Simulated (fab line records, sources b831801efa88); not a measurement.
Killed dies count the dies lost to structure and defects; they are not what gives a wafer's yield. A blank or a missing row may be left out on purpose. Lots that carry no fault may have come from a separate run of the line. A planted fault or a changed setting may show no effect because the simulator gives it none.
A lot that was struck, set against a sound lot / flow gf180mcu / 14 out of 602 route steps
Sound: these wafers, L715.1, L715.2, L715.3. Struck: wafers L710.1, L710.3, L710.4. The cause comes at the end.
Order at every step that has rows: each side's tool, ch and its chambers, its first start. Under that, the readings that differ: sound wafers / struck wafers / difference of the means / sigmas: that difference in standard deviations of wafers without a fault.
alike: same words and numbers on both sides, and readings whose means sit less than 2 such deviations apart. not compared: any withheld reading, any reading some wafer has no value for, any bound like >300 that may hide the same value, and any number with overlapping values for which the record gives no deviation.
Wherever a step has rows on one side only, a row that says differs or no value, or a row with sigmas, the two part there. Non-overlapping numbers with no deviation appear without sigmas and do not part them. A reading missing from all wafers of one side parts the sides only when that side holds two or more wafers.

GF_M3_SPUTTER_01: material TiN, target thk 30 nm, time 25 s.
  sound on pvd_sputter-03 at day 27 19:00; struck on pvd_sputter-01 at day 26 02:30
  alike: throttle_valve_pct
GF_M3_SPUTTER_02: material AlCu, target thk 450 nm, time 23.9 s.
  sound on pvd_sputter-03 at day 27 19:02; struck on pvd_sputter-01 at day 26 02:32
  alike: throttle_valve_pct
GF_M3_SPUTTER_03: material Ti, target thk 10 nm, time 6.7 s.
  sound on pvd_sputter-03 at day 27 19:04; struck on pvd_sputter-01 at day 26 02:34
  alike: throttle_valve_pct
GF_M3_SPUTTER_04: material TiN, target thk 50 nm, time 41.7 s.
  sound on pvd_sputter-03 at day 27 19:05; struck on pvd_sputter-01 at day 26 02:35
  alike: throttle_valve_pct
GF_M3_RS_MEAS_05: measurement is done with a four-point probe.
  sound on film_metro-03 at day 27 19:07; struck on film_metro-02 at day 26 02:37
reading=M3_ALCU_RS (ohm/sq); sound=0.0716 0.0704 0.0717; struck=0.0685 0.0692 0.0694; difference=-0.0022; sigmas=-3
GF_M3_THK_MEAS_06: measures by xrf.
  sound on film_metro-03 at day 27 19:14; struck on film_metro-02 at day 26 02:44
reading=M3_ALCU_THK (nm); sound=441 447 442; struck=459 455 452; difference=+12; sigmas=+2
then, 3 steps without rows for these wafers: GF_M3_DEHYDRATE_07 (time 60 s); GF_M3_HMDS_08 (prime time 60 s); GF_M3_COAT_09 (resist thk 1000 nm).
GF_M3_SOFTBAKE_10: time 62.45 s.
  sound on litho_track-03 ch 0, day 28 04:45; struck on litho_track-02 ch 0, day 26 13:01
  alike: plate_sensor_t_centre_C, plate_sensor_t_edge_C
then, 2 steps without rows for these wafers: GF_M3_EXPOSE_11 (exposes mask Metal3, target cd 280 nm); GF_M3_PEB_12 (peb time 90 s).
GF_M3_DEVELOP_13: develop time 60 s.
  sound on litho_track-03 ch 0, day 28 14:48; struck on litho_track-01, day 26 23:41
  no value came back on the struck wafers for chill_plate_temp_C (C), develop_time_s (s); on the sound wafers chill_plate_temp_C (C) reads 23.05 22.92 23.00
reading=model.KrF_of_M3_COAT_09.thk_nm (nm); sound=984.1 984.4 986.1; struck=998.4 999.5 1001; difference=+14.8; sigmas=
GF_M3_CD_MEAS_14: target cd 280 nm.
  sound on cd_sem-01 at day 28 14:57; struck on cd_sem-02 at day 26 23:50
reading=cd_nm (nm); sound=279.3 279.5 280.0; struck=- - -; difference=no value on the struck wafers; sigmas=

== WHERE THEY PART ==
Last at GF_M3_CD_MEAS_14 as far as this record goes, first at GF_M3_RS_MEAS_05.

WHY: the cause the simulator had injected
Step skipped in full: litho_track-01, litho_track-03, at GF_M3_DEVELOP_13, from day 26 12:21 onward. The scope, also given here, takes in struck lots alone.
